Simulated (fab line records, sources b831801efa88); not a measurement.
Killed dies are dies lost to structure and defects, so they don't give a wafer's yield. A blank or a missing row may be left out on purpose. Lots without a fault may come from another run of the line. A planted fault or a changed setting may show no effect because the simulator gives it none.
One fault seen from 2 desks | flow sky130 | each desk has only its own numbers; what lay behind them comes last

THE TOOL OWNER'S DESK: plasma_asher-02
The tool's own readings at SKY_LDD_P_STRIP_10 (strips in O2/N2): means of the sampled wafers that have a number, for each lot that ran on this tool. A lot is out of limits, marked OUT, if its mean lies more than 4 standard deviations from the usual mean; the brackets give that distance.
Columns: A = drypump_motor_current_A at SKY_LDD_P_STRIP_10, usual 5.9 A; B = oes_product_au at SKY_LDD_P_STRIP_10, usual 0.716 a.u.; C = strip_time_to_endpoint_s at SKY_LDD_P_STRIP_10, usual 14.16 s
lot  | first seen here | A   | B     | C
L222 | day 23 14:05    | 6.0 | 0.712 | 14.16
L233 | day 26 21:08    | 5.4 | 0.720 | 14.15
This desk's finding: nothing out of limits on any of the 2 lots.

THE METROLOGY DESK
What the gauges read, lot by lot, whatever tool the lot ran on: means of the sampled wafers that have a number. A lot is out of limits, marked OUT, if its mean lies more than 4 standard deviations from the usual mean; the brackets give that distance. Of its 8 readings 7 are shown: those that lie furthest out on some lot.
Columns: A = LDD_N_TW at SKY_LDD_N_TW_MEAS_17, usual 2578; B = LDD_P_OVL at SKY_LDD_P_OVL_MEAS_08, usual 1.1 nm; C = LDD_P_TW at SKY_LDD_P_TW_MEAS_11, usual 638; D = LDD_HVN_OVL at SKY_LDD_HVN_OVL_MEAS_07, usual -0.4 nm; E = LDD_HVN_TW at SKY_LDD_HVN_TW_MEAS_10, usual 1438; F = LDD_HVP_OVL at SKY_LDD_HVP_OVL_MEAS_07, usual -0.1 nm; G = LDD_HVP_TW at SKY_LDD_HVP_TW_MEAS_10, usual 458
lot  | first seen here | A    | B   | C   | D    | E    | F    | G
L217 | day 19 14:01    | 2601 | 1.7 | 635 | 1.6  | 1428 | 0.9  | 461
L220 | day 21 02:23    | 2571 | 0.9 | 639 | 0.4  | 1432 | 1.4  | 464
L222 | day 22 04:10    | 2595 | 2.9 | 642 | 0.4  | 1430 | -1.9 | 459
L233 | day 25 16:12    | 2605 | 2.6 | 637 | -0.8 | 1463 | -2.0 | 451
L236 | day 26 14:41    | 2544 | 1.0 | 646 | -1.7 | 1425 | 1.4  | 464
This desk's finding: nothing out of limits on any of the 5 lots.

PUT TOGETHER
The tool owner's desk saw nothing out of limits.
The metrology desk saw nothing out of limits.

WHAT THE SIMULATOR HAD PUT IN
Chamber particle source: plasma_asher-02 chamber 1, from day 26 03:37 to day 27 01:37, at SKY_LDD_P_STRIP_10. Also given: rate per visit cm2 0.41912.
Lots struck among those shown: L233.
